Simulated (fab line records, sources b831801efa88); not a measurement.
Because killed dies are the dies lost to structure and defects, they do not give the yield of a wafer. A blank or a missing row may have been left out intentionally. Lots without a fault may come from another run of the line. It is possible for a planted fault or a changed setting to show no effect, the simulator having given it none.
Which tool did it? || flow sky130 || 12 lots with 36 wafers sampled at 2 steps, on a route of 708 steps

WHAT THE GAUGES SHOWED, per wafer
SKY_METAL1_RS_MEAS_05: the measuring method here is four-point-probe.
{"lot": "L075", "measured": "day 31 14:16", "on": "film-metro-01", "METAL1_ALCU_RS (ohm/sq)": "0.1285 0.1290 0.1274"}
{"lot": "L077", "measured": "day 32 13:31", "on": "film-metro-01", "METAL1_ALCU_RS (ohm/sq)": "0.1277 0.1270 0.1252"}
{"lot": "L079", "measured": "day 33 17:55", "on": "film-metro-03", "METAL1_ALCU_RS (ohm/sq)": "0.1277 0.1269 0.1267"}
{"lot": "L081", "measured": "day 33 20:49", "on": "film-metro-04", "METAL1_ALCU_RS (ohm/sq)": "0.1267 0.1251 0.1258"}
{"lot": "L083", "measured": "day 34 15:52", "on": "film-metro-03", "METAL1_ALCU_RS (ohm/sq)": "0.1266 0.1275 0.1255"}
{"lot": "L085", "measured": "day 35 01:28", "on": "film-metro-01", "METAL1_ALCU_RS (ohm/sq)": "0.1256 0.1260 0.1281"}
{"lot": "L087", "measured": "day 35 19:49", "on": "film-metro-04", "METAL1_ALCU_RS (ohm/sq)": "0.1265 0.1267 0.1270"}
{"lot": "L089", "measured": "day 36 08:55", "on": "film-metro-04", "METAL1_ALCU_RS (ohm/sq)": "0.1278 0.1291 0.1295"}
{"lot": "L091", "measured": "day 37 05:27", "on": "film-metro-01", "METAL1_ALCU_RS (ohm/sq)": "0.1276 0.1271 0.1263"}
{"lot": "L093", "measured": "day 38 02:15", "on": "film-metro-01", "METAL1_ALCU_RS (ohm/sq)": "0.1247 0.1257 0.1235"}
{"lot": "L094", "measured": "day 38 05:37", "on": "film-metro-04", "METAL1_ALCU_RS (ohm/sq)": "0.1267 0.1268 0.1254"}
{"lot": "L097", "measured": "day 38 20:31", "on": "film-metro-03", "METAL1_ALCU_RS (ohm/sq)": "0.1278 0.1275 0.1268"}

WHICH TOOL RAN EACH LOT (tool, then ch and the chambers of the sampled wafers, then the start)
{"lot": "L075", "SKY_METAL1_SPUTTER_03": "pvd-sputter-03, day 31 14:11"}
{"lot": "L077", "SKY_METAL1_SPUTTER_03": "pvd-sputter-01, day 32 13:28"}
{"lot": "L079", "SKY_METAL1_SPUTTER_03": "pvd-sputter-04, day 33 17:51"}
{"lot": "L081", "SKY_METAL1_SPUTTER_03": "pvd-sputter-04, day 33 20:44"}
{"lot": "L083", "SKY_METAL1_SPUTTER_03": "pvd-sputter-01, day 34 15:47"}
{"lot": "L085", "SKY_METAL1_SPUTTER_03": "pvd-sputter-01, day 35 01:22"}
{"lot": "L087", "SKY_METAL1_SPUTTER_03": "pvd-sputter-04, day 35 19:44"}
{"lot": "L089", "SKY_METAL1_SPUTTER_03": "pvd-sputter-01, day 36 08:52"}
{"lot": "L091", "SKY_METAL1_SPUTTER_03": "pvd-sputter-04, day 37 05:20"}
{"lot": "L093", "SKY_METAL1_SPUTTER_03": "pvd-sputter-01, day 38 02:11"}
{"lot": "L094", "SKY_METAL1_SPUTTER_03": "pvd-sputter-04, day 38 05:31"}
{"lot": "L097", "SKY_METAL1_SPUTTER_03": "pvd-sputter-03, day 38 20:28"}
- SKY_METAL1_SPUTTER_03: material Ti, target thk 5 nm, time 3.3 s.

THE ANSWER, worked out from the rows above alone
Rule: what is usual is taken from the lots themselves. The widest of any qualifying gaps counts: lots, ordered by their means at a reading, are off when they make up no more than a third of the lots, leave a main group of 4 or more, and stand apart from it by 3 or more times the standard deviation of that group's means. A main group whose means are all the same, to the digits that the tables above print for the reading, isn't used. A lot without any number at a reading at which 4 lots or more have one is off too. All remaining lots with rows at the step are treated as sound.
No lot is off at any reading shown: from this, nothing can be told.

WHAT WAS PUT IN BY THE SIMULATOR
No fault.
